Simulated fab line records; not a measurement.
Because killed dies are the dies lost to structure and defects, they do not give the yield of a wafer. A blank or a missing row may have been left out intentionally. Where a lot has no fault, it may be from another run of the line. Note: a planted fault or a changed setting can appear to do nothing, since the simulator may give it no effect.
Shared-tool check | flow gf180mcu | Lots sampled 12, wafers sampled 36

## REASON IT WAS OPENED
GF_STI_THK_MEAS_04, reading STI_CVD_03_THK: flagged on 1 of 12 lots. Wafers without a fault read 207.6 nm, standard deviation 2.
Rule: a lot gets a flag if all its wafers with a number sit over 4 standard deviations from that mean, or if no wafer of it has a number. The other lots count as sound.

lot  | measured    | on           | STI_CVD_03_THK (nm), wafer by wafer | flag
L375 | day 1 13:34 | filmMetro-01 | 208.8 210.5 208.4                   | 
L377 | day 1 23:49 | filmMetro-03 | 208.8 209.1 206.9                   | 
L378 | day 2 06:44 | filmMetro-02 | 207.6 208.1 208.1                   | 
L379 | day 2 09:34 | filmMetro-03 | 211.3 210.0 210.2                   | 
L380 | day 2 15:31 | filmMetro-01 | 205.5 207.3 207.1                   | 
L381 | day 2 22:14 | filmMetro-01 | 210.2 211.2 210.4                   | 
L382 | day 3 00:34 | filmMetro-01 | 207.8 208.3 208.4                   | 
L384 | day 3 10:35 | filmMetro-01 | 233.1 230.9 230.6                   | FLAGGED
L385 | day 3 15:58 | filmMetro-02 | 206.3 206.4 206.3                   | 
L387 | day 4 01:34 | filmMetro-03 | 205.9 206.1 205.2                   | 
L396 | day 5 22:41 | filmMetro-01 | 206.4 206.9 208.8                   | 
L397 | day 6 04:34 | filmMetro-01 | 207.4 206.4 206.3                   | 
On average the flagged lots' numbers are 231.5 nm, which is +23.9 nm against the usual, or +12 standard deviations.

## EACH LOT AND THE TOOL IT RAN ON
The record holds 1 process step before the reading, out of a route of 602 steps. Cell contents, in order: the tool; ch with the chambers the sampled wafers went through; the start.
lot  | flag    | GF_STI_CVD_03
L375 |         | lpcvd-01 ch 1, day 1 11:34
L377 |         | lpcvd-01 ch 1, day 1 21:50
L378 |         | lpcvd-02 ch 1, day 2 03:45
L379 |         | lpcvd-01 ch 1, day 2 07:34
L380 |         | lpcvd-01 ch 1, day 2 13:31
L381 |         | lpcvd-01 ch 1, day 2 20:14
L382 |         | lpcvd-02 ch 0, day 2 22:34
L384 | FLAGGED | lpcvd-01 ch 0, day 3 08:34
L385 |         | lpcvd-02 ch 0, day 3 13:59
L387 |         | lpcvd-02 ch 1, day 3 23:34
L396 |         | lpcvd-02 ch 1, day 5 20:42
L397 |         | lpcvd-02 ch 1, day 6 01:34
What is done by these steps:
- GF_STI_CVD_03: deposits Si3N4 from DCS/NH3, target thk 207.16 nm, time 3551 s.
- GF_STI_THK_MEAS_04

## FLAGGED OVER TOTAL, TOOL BY TOOL (the gauges that took the reading come last)
step               | tool         | lots run | flagged | share of the flagged lots | sound lots run after its first flagged lot
GF_STI_CVD_03      | lpcvd-01     | 6        | 1       | all                       | 0
GF_STI_CVD_03      | lpcvd-02     | 6        | 0       | none                      | -
GF_STI_THK_MEAS_04 | filmMetro-01 | 7        | 1       | all                       | 2 (L396,L397)
GF_STI_THK_MEAS_04 | filmMetro-02 | 2        | 0       | none                      | -
GF_STI_THK_MEAS_04 | filmMetro-03 | 3        | 0       | none                      | -

## WHAT IS ALLOWED BY THE TABLE
Every flagged lot went through 2 rows of the table: lpcvd-01 at GF_STI_CVD_03 and filmMetro-01 at GF_STI_THK_MEAS_04.
- lpcvd-01 at GF_STI_CVD_03 ran 6 lots, 1 of them flagged. Its last sound lot is L381 (day 2 20:14), its first flagged lot L384 (day 3 08:34): a fault that began between those two fits.
- filmMetro-01 at GF_STI_THK_MEAS_04 ran 7 lots, 1 of them flagged. Sound lots ran on it after the first flagged one (L396, L397), which a lasting fault on the whole tool wouldn't allow.
lpcvd-01 at GF_STI_CVD_03 is the single tool remaining.

## WHAT THE SIMULATOR HAD PUT IN
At GF_STI_CVD_03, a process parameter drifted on lpcvd-01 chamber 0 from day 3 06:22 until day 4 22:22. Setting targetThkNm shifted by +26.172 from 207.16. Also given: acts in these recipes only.
Struck lots among those shown: L384. The rule above found the same.
